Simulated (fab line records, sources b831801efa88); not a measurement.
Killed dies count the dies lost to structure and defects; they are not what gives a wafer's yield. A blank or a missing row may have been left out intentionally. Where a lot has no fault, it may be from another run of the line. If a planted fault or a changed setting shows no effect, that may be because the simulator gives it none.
fab line records	flow sky130
[record] lots = 6	wafers = 18	last-day = 49
route steps=708 shown METAL3@555 PAD_OPEN@708
lots that met no fault: taken from a fault-free run of the same line
start-h: the number of hours between the record's first day and the start of the first shown wafer of the lot	wait-h: hours elapsed since this lot's preceding step	" unchanged from the row above	L1.1+2: several wafers, shown together as one row	- no value present, or no start provided	* or withheld: withheld	< > ~ a bound
route shown NAME@n: a module of which the file shows steps, and the number in the route of the first	usual: mean/standard deviation taken from wafers without a fault	same: alike in all rows	chamber/n: place in a boat	sites: each site's reading	_std_site: their standard deviation	_edge_site: outer sites' mean less inner sites'	radius-mm: for every site, how far away it sits from the centre of the wafer	mask NAME#n: copy n	behind: tool/chamber where the wafer was last shaped	hold: why the lot went on hold/how many hours it stayed there/how the hold came to an end	device: transistor that didn't switch, given as n, p or np	end of line: at the end of the route, the tests of the same wafers	for a step that has no rows: nothing shown but its recipe	killed: at the first sort, the dies lost to defects and structure; wafer yield is something else	map: the dies of a wafer, with x for killed, . for not killed, _ for no die there
set.NAME: the setting the step ran with; set.NAME@STEP: the setting that earlier step ran with	model.NAME: the simulator's own value behind a step, which no gauge read
lots seen at some steps along the route; tables by step, rows by wafer
services: from which hour (start-h, from the record's first day; less than 0 if before it) a tool's chamber was out of use, for how many hours, and why
[[steps]]
[step SKY_METAL3_DEHYDRATE_05]
[recipe] temp-c = 200	time-s = 60
[step SKY_METAL3_HMDS_06]
[recipe] prime-time-s = 60	prime-temp-c = 120
[step SKY_METAL3_COAT_07]
[recipe] resist = BARC	temp-c = withheld	time-s = withheld	spin-rpm = 3000	resist-thk-nm = 60
[step SKY_METAL3_COAT_08]
[recipe] resist = KrF-thick	spin-rpm = 3000	resist-thk-nm = 1140
[step SKY_METAL3_SOFTBAKE_09]
[recipe] temp-c = 100	time-s = 90	resist = KrF-thick
[step SKY_METAL3_EXPOSE_10]
[recipe] mask-id = MM3	na = 0.68	source-shape = annular	sigma-inner = 0.4	sigma-outer = 0.8	target-cd-nm = 300	dose-mj = 28
[step SKY_METAL3_PEB_11]
[recipe] peb-temp-c = withheld	peb-time-s = withheld	resist = KrF-thick
[step SKY_METAL3_DEVELOP_12]
[recipe] develop-time-s = 60	resist = KrF-thick	dev-temp-c = 21
[step SKY_METAL3_CD_MEAS_13]
[recipe] target-cd-nm = 300
[usual] cd-nm = 299.8/1.7
lot.wafer	tool	chamber	start-h	wait-h	cd-nm
L664.2	cd-sem-01	-	956.18	-	299.3
L664.3	"	-	"	"	299.3
L664.5	"	-	"	"	299.1
L666.3	cd-sem-02	-	972.63	-	298.4
L666.4	"	-	"	"	299.1
L666.6	"	-	"	"	298.8
L671.2	cd-sem-02	-	996.63	-	301.9
L671.3	"	-	"	"	302.2
L671.4	"	-	"	"	301.3
L672.2	cd-sem-02	-	998.98	-	301.7
L672.5	"	-	"	"	302.1
L672.6	"	-	"	"	301.8
L677.1	cd-sem-01	-	1028.76	-	301.5
L677.2	"	-	"	"	302.1
L677.5	"	-	"	"	303.5
L678.2	cd-sem-02	-	1035.08	-	298.0
L678.3	"	-	"	"	297.3
L678.6	"	-	"	"	298.9
[step SKY_METAL3_OVL_MEAS_14]
[usual] METAL3_OVL = 2/5.6
lot.wafer	tool	chamber	start-h	wait-h	METAL3_OVL[nm]
L664.2	overlay-01	-	956.29	0.1	3
L664.3	"	-	"	"	-1
L664.5	"	-	"	"	-5
L666.3	overlay-02	-	972.72	0.1	-1
L666.4	"	-	"	"	6
L666.6	"	-	"	"	3
L671.2	overlay-01	-	996.74	0.1	2
L671.3	"	-	"	"	2
L671.4	"	-	"	"	0
L672.2	overlay-01	-	999.08	0.1	-3
L672.5	"	-	"	"	-10
L672.6	"	-	"	"	-5
L677.1	overlay-01	-	1028.88	0.1	3
L677.2	"	-	"	"	3
L677.5	"	-	"	"	-1
L678.2	overlay-02	-	1035.19	0.1	-4
L678.3	"	-	"	"	-2
L678.6	"	-	"	"	-4
[step SKY_METAL3_DESCUM_15]
[recipe] chemistry = O2	source-power-w = 150	bias-power-w = 0	pressure-mtorr = 10	temp-c = 40	time-s = 8
[usual] drypump-motor-current-A = 5.8/0.31	oes-product-au = 1.000/0.007
lot.wafer	tool	chamber	start-h	wait-h	drypump-motor-current-A	oes-product-au	rf-hours-counter-h
L664.2	rie-metal-02	0	956.32	0.0	5.5	1.010	6
L664.3	"	1	"	"	6.0	1.000	-
L664.5	"	0	"	"	5.5	1.007	-
L666.3	rie-metal-02	0	972.76	0.0	5.5	1.002	-
L666.4	"	1	"	"	6.0	1.001	-
L666.6	"	1	"	"	6.0	1.001	-
L671.2	rie-metal-02	1	996.77	0.0	6.0	0.995	11
L671.3	"	1	"	"	6.0	1.000	-
L671.4	"	0	"	"	5.5	1.010	-
L672.2	rie-metal-03	0	999.11	0.0	5.8	0.997	8
L672.5	"	0	"	"	5.8	0.992	-
L672.6	"	1	"	"	6.3	1.005	-
L677.1	rie-metal-03	0	1028.92	0.0	5.8	0.996	10
L677.2	"	1	"	"	6.3	0.990	9
L677.5	"	0	"	"	5.8	1.000	-
L678.2	rie-metal-04	0	1035.22	0.0	5.3	0.998	23
L678.3	"	1	"	"	5.9	0.987	-
L678.6	"	0	"	"	5.3	1.000	-
[step SKY_METAL3_ETCH_16]
[recipe] chemistry = N2/H2	target = BARC	ion-energy-ev = 200	bias-w = 100	pressure-mtorr = 30	n2-flow-sccm = 100	h2-flow-sccm = 200	icp-w = 500	stop-on = SiO2	time-s = 88.2	target-depth-a = 600
[usual] bias-w = 100.0/0.31	chamber-pressure-mTorr = 29.999/0.027	drypump-motor-current-A = 5.8/0.31	oes-product-au = 0.626/0.0043	throttle-valve-pct = 13.205/0.0093
lot.wafer	tool	chamber	start-h	wait-h	bias-w	chamber-pressure-mTorr	drypump-motor-current-A	oes-product-au	rf-hours-counter-h	throttle-valve-pct
L664.2	rie-metal-02	0	956.35	0.0	100.2	29.969	5.5	0.621	6	13.208
L664.3	"	1	"	"	100.2	29.997	6.0	0.626	-	13.221
L664.5	"	0	"	"	100.4	29.984	5.5	0.625	-	13.218
L666.3	rie-metal-02	0	972.81	0.0	99.9	30.033	5.5	0.623	-	13.200
L666.4	"	1	"	"	100.1	30.010	6.0	0.626	-	13.209
L666.6	"	1	"	"	99.8	30.041	6.0	0.623	-	13.212
L671.2	rie-metal-02	1	996.80	0.0	100.0	29.987	6.0	0.630	11	13.214
L671.3	"	1	"	"	99.2	29.957	6.0	0.626	-	13.202
L671.4	"	0	"	"	100.1	30.048	5.5	0.628	-	13.212
L672.2	rie-metal-03	0	999.14	0.0	99.7	30.037	5.8	0.632	8	13.205
L672.5	"	0	"	"	100.1	30.004	5.8	0.629	-	13.208
L672.6	"	1	"	"	99.8	30.029	6.3	0.630	-	13.207
L677.1	rie-metal-03	0	1028.95	0.0	100.2	29.998	5.8	0.626	10	13.188
L677.2	"	1	"	"	100.4	30.033	6.3	0.630	10	13.213
L677.5	"	0	"	"	99.9	29.974	5.8	0.626	-	13.211
L678.2	rie-metal-04	0	1035.25	0.0	100.3	30.059	5.4	0.625	23	13.196
L678.3	"	1	"	"	99.8	29.988	5.9	0.630	-	13.193
L678.6	"	0	"	"	99.9	30.001	5.3	0.623	-	13.202
[step SKY_METAL3_ETCH_17]
[recipe] target = SiO2	stop-on = TiN	chemistry = C4F8/O2/Ar	source-w = 1500	bias-w = 1200	pressure-mtorr = 40	c4f8-flow-sccm = withheld	O2_flow_sccm = 6	Ar_flow_sccm = 300	time-s = 3.9	target-depth-a = 150
[usual] bias-w = 1200/3.6	chamber-pressure-mTorr = 39.99/0.034	oes-product-au = 0.755/0.0072
lot.wafer	tool	chamber	start-h	wait-h	bias-w	chamber-pressure-mTorr	oes-product-au	rf-hours-counter-h
L664.2	rie-diel-01	2	956.45	0.1	1205	40.00	0.751	8
L664.3	"	3	"	"	1195	40.02	0.757	23
L664.5	"	2	"	"	1203	40.00	0.751	-
L666.3	rie-diel-03	1	972.88	0.0	1204	39.98	0.757	10
L666.4	"	1	"	"	1206	39.98	0.767	-
L666.6	"	3	"	"	1204	40.03	0.760	-
L671.2	rie-diel-04	3	996.90	0.1	-	-	-	-
L671.3	"	0	"	"	-	-	-	-
L671.4	"	2	"	"	-	-	-	-
L672.2	rie-diel-01	1	999.24	0.1	-	-	-	-
L672.5	"	2	"	"	-	-	-	-
L672.6	"	3	"	"	-	-	-	-
L677.1	rie-diel-04	3	1029.05	0.1	1198	39.97	0.733	7
L677.2	"	1	"	"	1198	40.00	0.757	16
L677.5	"	2	"	"	1200	39.99	0.763	-
L678.2	rie-diel-03	1	1035.35	0.1	1191	39.95	0.742	12
L678.3	"	2	"	"	1198	39.97	0.760	14
L678.6	"	3	"	"	1203	40.01	0.763	-
[step SKY_METAL3_METAL_ETCH_18]
[recipe] target-depth-a = 8450	stop-on = SiO2	over-etch-frac = 0.3	time-s = 183.1	chemistry = Cl2/BCl3	resist-sidewall-deg = 88	pressure-mtorr = 10	icp-w = 900	bias-w = 48.5	Cl2_flow_sccm = 60	bcl3-flow-sccm = 30
[usual] bcl3-flow-sccm = 29.98/0.091	bias-w = 48.47/0.13	drypump-motor-current-A = 5.7/0.32	oes-product-au = 0.864/0.0076	throttle-valve-pct = 22.264/0.0098
lot.wafer	tool	chamber	start-h	wait-h	bcl3-flow-sccm	bias-w	drypump-motor-current-A	oes-product-au	rf-hours-counter-h	throttle-valve-pct
L664.2	rie-metal-04	0	956.47	0.0	30.03	48.27	5.4	0.875	16	22.249
L664.3	"	0	"	"	29.97	48.25	5.4	0.866	-	22.253
L664.5	"	0	"	"	29.96	48.33	5.4	0.868	-	22.258
L666.3	rie-metal-04	1	972.95	0.1	30.11	48.76	5.9	0.874	-	22.252
L666.4	"	0	"	"	29.98	48.58	5.4	0.857	-	22.258
L666.6	"	1	"	"	30.08	48.57	5.9	0.861	-	22.261
L671.2	rie-metal-03	0	996.92	0.0	30.05	48.56	5.8	0.866	8	22.255
L671.3	"	0	"	"	29.97	48.76	5.8	0.859	-	22.254
L671.4	"	1	"	"	30.00	48.54	6.3	0.869	-	22.254
L672.2	rie-metal-04	1	999.26	0.0	30.06	48.12	6.0	0.865	22	22.260
L672.5	"	0	"	"	29.78	48.64	5.3	0.860	-	22.262
L672.6	"	1	"	"	30.02	48.37	6.0	0.875	-	22.264
L677.1	rie-metal-02	1	1029.07	0.0	30.04	48.62	6.0	0.860	13	22.261
L677.2	"	0	"	"	30.08	48.42	5.5	0.862	10	22.264
L677.5	"	0	"	"	30.09	48.51	5.5	0.860	-	22.262
L678.2	rie-metal-03	0	1035.37	0.0	29.91	48.51	5.8	0.853	10	22.284
L678.3	"	0	"	"	30.08	48.43	5.8	0.870	-	22.258
L678.6	"	1	"	"	29.98	48.62	6.3	0.873	-	22.268
[step SKY_PAD_OPEN_PROBE_99]
[usual] defect-limited-yield = 82.6/1.8	killed_at_M0_to_M3 = 43/6.3	killed_at_M4_up = 3.0/1.6	killed-at-contacts = 25/5	killed-at-front-end = 15/4.4	killed-at-other = 0.3/0.8	killed-dies = 85/8.7	killed-on-rim = 17/3.7	killed-open = 47/6.9	killed-short = 38/6.3	sort_bin_3_pad_short = 0.9/0.39	sort_bin_5_function = 10.3/1.3	sort_bin_6_memory = 6.2/1.1	sort-n-pass = 407/8.8	sort-yield-pct = 82.6/1.8
[same] gross-dies = 492	killed-at-back-side = 0	sort_bin_4_leakage[%] = 0	sort_bin_8_speed[%] = 0
lot.wafer	tool	chamber	start-h	wait-h	defect-limited-yield[%]	killed_at_M0_to_M3	killed_at_M4_up	killed-at-contacts	killed-at-front-end	killed-at-other	killed-dies	killed-on-rim	killed-open	killed-short	sort_bin_3_pad_short[%]	sort_bin_5_function[%]	sort_bin_6_memory[%]	sort-n-pass	sort-yield-pct[%]
L664.2	prober-02	-	1121.66	0.1	79.1	58	3	25	17	0	103	21	51	52	1.4	12.4	7.1	389	79.1
L664.3	prober-02	-	1121.71	0.2	81.5	49	2	32	8	0	91	15	57	34	0.6	12.0	5.9	401	81.5
L664.5	prober-02	-	1121.81	0.2	81.3	52	3	19	14	4	92	21	44	44	1.4	10.8	6.5	400	81.3
L666.3	prober-02	-	1135.98	0.2	83.5	42	0	25	14	0	81	16	38	43	1.0	10.0	5.5	411	83.5
L666.4	prober-02	-	1136.03	0.2	83.9	46	0	22	11	0	79	12	44	35	0.6	10.2	5.3	413	83.9
L666.6	prober-02	-	1136.13	0.2	84.6	44	2	21	9	0	76	11	43	33	1.0	9.6	4.9	416	84.6
L671.2	prober-02	-	1154.14	0.1	0	453	6	20	13	0	492	96	42	38	1.2	93.1	5.7	0	0
L671.3	prober-02	-	1154.19	0.2	0	453	2	24	13	0	492	96	43	45	1.2	92.9	5.9	0	0
L671.4	prober-02	-	1154.24	0.2	0	452	6	18	16	0	492	96	53	31	1.0	93.1	5.9	0	0
L672.2	prober-01	-	1157.22	0.1	0	455	1	18	18	0	492	96	51	34	1.4	91.1	7.5	0	0
L672.5	prober-01	-	1157.37	0.2	0	458	2	24	8	0	492	96	44	22	1.2	93.7	5.1	0	0
L672.6	prober-01	-	1157.42	0.2	0	446	1	30	15	0	492	96	52	33	2.4	91.3	6.3	0	0
L678.2	prober-02	-	1182.17	0.1	82.7	43	5	27	10	0	85	14	50	35	1.4	11.2	4.7	407	82.7
L678.3	prober-02	-	1182.22	0.2	80.7	47	3	29	16	0	95	24	55	40	0.8	11.2	7.3	397	80.7
L678.6	prober-02	-	1182.37	0.2	84.1	36	6	32	4	0	78	12	39	39	1.2	8.1	6.5	414	84.1
// killed by level:class
L664.2 METAL2:geometric-particle:short=10 VIA3:geometric-particle:open=10 CONTACT:geometric-particle:open=9 VIA1:geometric-particle:open=9 VIA2:geometric-particle:open=7 METAL1:geometric-particle:short=6 VIA1:geometric-particle:short=5 FIELD_ISO:geometric-particle:short=4
L664.3 CONTACT:geometric-particle:open=12 VIA1:geometric-particle:open=12 LI_CONTACT:geometric-particle:open=11 VIA3:geometric-particle:open=8 METAL1:geometric-particle:short=6 VIA1:geometric-particle:short=6 CONTACT:geometric-particle:short=5 POLY_GATE:geometric-particle:open=4
L664.5 VIA1:geometric-particle:open=12 METAL2:geometric-particle:short=8 FIELD_ISO:geometric-particle:short=7 CONTACT:geometric-particle:open=7 METAL1:geometric-particle:short=7 LI_CONTACT:geometric-particle:open=6 VIA1:geometric-particle:short=5 VIA2:geometric-particle:open=5
L666.3 CONTACT:geometric-particle:open=9 VIA1:geometric-particle:open=9 POLY_GATE:geometric-particle:short=6 VIA1:geometric-particle:short=6 VIA2:geometric-particle:open=6 METAL2:geometric-particle:short=6 LOCAL_INTERCONNECT:geometric-particle:short=5 CONTACT:geometric-particle:short=5
L666.4 VIA1:geometric-particle:open=13 LI_CONTACT:geometric-particle:open=8 CONTACT:geometric-particle:open=6 METAL2:geometric-particle:short=6 VIA2:geometric-particle:open=6 VIA3:geometric-particle:open=5 VIA2:geometric-particle:short=5 METAL3:geometric-particle:short=5
L666.6 CONTACT:geometric-particle:open=11 VIA1:geometric-particle:open=11 METAL2:geometric-particle:short=8 VIA2:geometric-particle:open=7 LI_CONTACT:geometric-particle:open=5 VIA1:geometric-particle:short=5 FIELD_ISO:geometric-particle:short=4 METAL1:geometric-particle:short=4
L671.2 METAL3:area-etch=412 METAL2:geometric-particle:short=8 VIA2:geometric-particle:open=8 VIA1:geometric-particle:open=7 LI_CONTACT:geometric-particle:open=6 CONTACT:geometric-particle:open=6 VIA3:geometric-particle:open=5 METAL1:geometric-particle:short=4
L671.3 METAL3:area-etch=404 VIA3:geometric-particle:open=10 VIA2:geometric-particle:open=9 CONTACT:geometric-particle:open=8 LI_CONTACT:geometric-particle:open=6 CONTACT:geometric-particle:short=6 VIA2:geometric-particle:short=6 METAL1:geometric-particle:short=5
L671.4 METAL3:area-etch=408 VIA1:geometric-particle:open=13 CONTACT:geometric-particle:open=7 VIA2:geometric-particle:open=7 VIA3:geometric-particle:open=7 POLY_GATE:geometric-particle:open=6 METAL2:geometric-particle:short=6 CONTACT:geometric-particle:short=5
L672.2 METAL3:area-etch=362 METAL2:unspecified=45 VIA1:geometric-particle:open=12 CONTACT:geometric-particle:open=7 METAL1:geometric-particle:short=7 VIA2:geometric-particle:open=7 METAL2:geometric-particle:short=6 FIELD_ISO:geometric-particle:open=5
L672.5 METAL3:area-etch=378 METAL2:unspecified=48 CONTACT:geometric-particle:open=12 LI_CONTACT:geometric-particle:open=6 VIA1:geometric-particle:open=6 METAL1:geometric-particle:short=4 VIA2:geometric-particle:open=4 METAL2:geometric-particle:short=4
L672.6 METAL3:area-etch=389 METAL2:unspecified=18 CONTACT:geometric-particle:open=13 VIA1:geometric-particle:open=9 FIELD_ISO:geometric-particle:open=8 LOCAL_INTERCONNECT:geometric-particle:short=6 CONTACT:geometric-particle:short=6 VIA2:geometric-particle:open=6
L678.2 VIA1:geometric-particle:open=14 CONTACT:geometric-particle:open=10 VIA2:geometric-particle:open=9 VIA1:geometric-particle:short=7 LI_CONTACT:geometric-particle:open=5 VIA3:geometric-particle:short=5 LOCAL_INTERCONNECT:geometric-particle:short=5 FIELD_ISO:geometric-particle:open=3
L678.3 CONTACT:geometric-particle:open=15 VIA1:geometric-particle:open=10 VIA3:geometric-particle:open=8 METAL1:geometric-particle:short=7 VIA2:geometric-particle:open=7 LI_CONTACT:geometric-particle:open=7 METAL2:geometric-particle:short=7 POLY_GATE:geometric-particle:short=5
L678.6 CONTACT:geometric-particle:open=12 LI_CONTACT:geometric-particle:open=9 METAL2:geometric-particle:short=8 VIA1:geometric-particle:open=7 CONTACT:geometric-particle:short=7 METAL4:geometric-particle:short=6 LI_CONTACT:geometric-particle:short=3 METAL1:geometric-particle:short=3
// map L671.2 (x killed, . not)
__________xxxxxxxxxx_________
________xxxxxxxxxxxxxx_______
______xxxxxxxxxxxxxxxxxx_____
_____xxxxxxxxxxxxxxxxxxxx____
____xxxxxxxxxxxxxxxxxxxxxx___
___xxxxxxxxxxxxxxxxxxxxxxxx__
__xxxxxxxxxxxxxxxxxxxxxxxxxx_
_xxxxxxxxxxxxxxxxxxxxxxxxxxxx
_xxxxxxxxxxxxxxxxxxxxxxxxxxxx
_xxxxxxxxxxxxxxxxxxxxxxxxxxxx
_xxxxxxxxxxxxxxxxxxxxxxxxxxxx
_xxxxxxxxxxxxxxxxxxxxxxxxxxxx
_xxxxxxxxxxxxxxxxxxxxxxxxxxxx
_xxxxxxxxxxxxxxxxxxxxxxxxxxxx
_xxxxxxxxxxxxxxxxxxxxxxxxxxxx
__xxxxxxxxxxxxxxxxxxxxxxxxxx_
___xxxxxxxxxxxxxxxxxxxxxxxx__
____xxxxxxxxxxxxxxxxxxxxxx___
_____xxxxxxxxxxxxxxxxxxxx____
______xxxxxxxxxxxxxxxxxx_____
________xxxxxxxxxxxxxx_______
__________xxxxxxxxxx_________
// map L672.2 (x killed, . not)
__________xxxxxxxxxx_________
________xxxxxxxxxxxxxx_______
______xxxxxxxxxxxxxxxxxx_____
_____xxxxxxxxxxxxxxxxxxxx____
____xxxxxxxxxxxxxxxxxxxxxx___
___xxxxxxxxxxxxxxxxxxxxxxxx__
__xxxxxxxxxxxxxxxxxxxxxxxxxx_
_xxxxxxxxxxxxxxxxxxxxxxxxxxxx
_xxxxxxxxxxxxxxxxxxxxxxxxxxxx
_xxxxxxxxxxxxxxxxxxxxxxxxxxxx
_xxxxxxxxxxxxxxxxxxxxxxxxxxxx
_xxxxxxxxxxxxxxxxxxxxxxxxxxxx
_xxxxxxxxxxxxxxxxxxxxxxxxxxxx
_xxxxxxxxxxxxxxxxxxxxxxxxxxxx
_xxxxxxxxxxxxxxxxxxxxxxxxxxxx
__xxxxxxxxxxxxxxxxxxxxxxxxxx_
___xxxxxxxxxxxxxxxxxxxxxxxx__
____xxxxxxxxxxxxxxxxxxxxxx___
_____xxxxxxxxxxxxxxxxxxxx____
______xxxxxxxxxxxxxxxxxx_____
________xxxxxxxxxxxxxx_______
__________xxxxxxxxxx_________
[[services]]
tool	chamber	start-h	hours	kind
rie-diel-03	-	935.86	2.8	pm
rie-diel-03	0	957.57	21.5	repair
rie-diel-01	3	961.25	21.6	repair
rie-diel-03	2	994.68	5.5	repair
rie-metal-04	1	1015.41	-	clean
rie-metal-04	1	1015.41	17.4	scheduled-down
rie-metal-04	1	1015.41	17.4	vent-cycle
rie-metal-02	-	1023.65	2.8	pm
[[key]]
[first-sign] step = SKY_METAL3_ETCH_17	reading = tool-record	direction = missing
[effect] step = SKY_PAD_OPEN_PROBE_99	reading = killed_at_M0_to_M3	direction = up	sigmas = 65	usual = 43	struck = 453
[more-kills-born-at] SKY_METAL3_ETCH_17@rie-diel-04 = 1223	SKY_METAL3_ETCH_17@rie-diel-01 = 1127
met-at SKY_METAL3_ETCH_17
struck-wafers L671.2,L671.3,L671.4,L672.2,L672.5,L672.6
later-rows-left-out L671.2,L671.3,L671.4,L672.2,L672.5,L672.6
onset-between 956.45 996.90
[earlier-fault] kind = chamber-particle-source	tool = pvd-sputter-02	chamber = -	onset-h = 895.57	steps = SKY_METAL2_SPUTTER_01	rate-per-visit-cm2 = 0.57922
[fault] kind = skipped-step-whole	tool = rie-diel-01,rie-diel-04	chamber = -	onset-h = 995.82	steps = SKY_METAL3_ETCH_17	scope = struck-lots-only
// later-rows-left-out: the simulator's readings of these wafers behind a module that went badly wrong aren't trusted and aren't shown, but for the sort
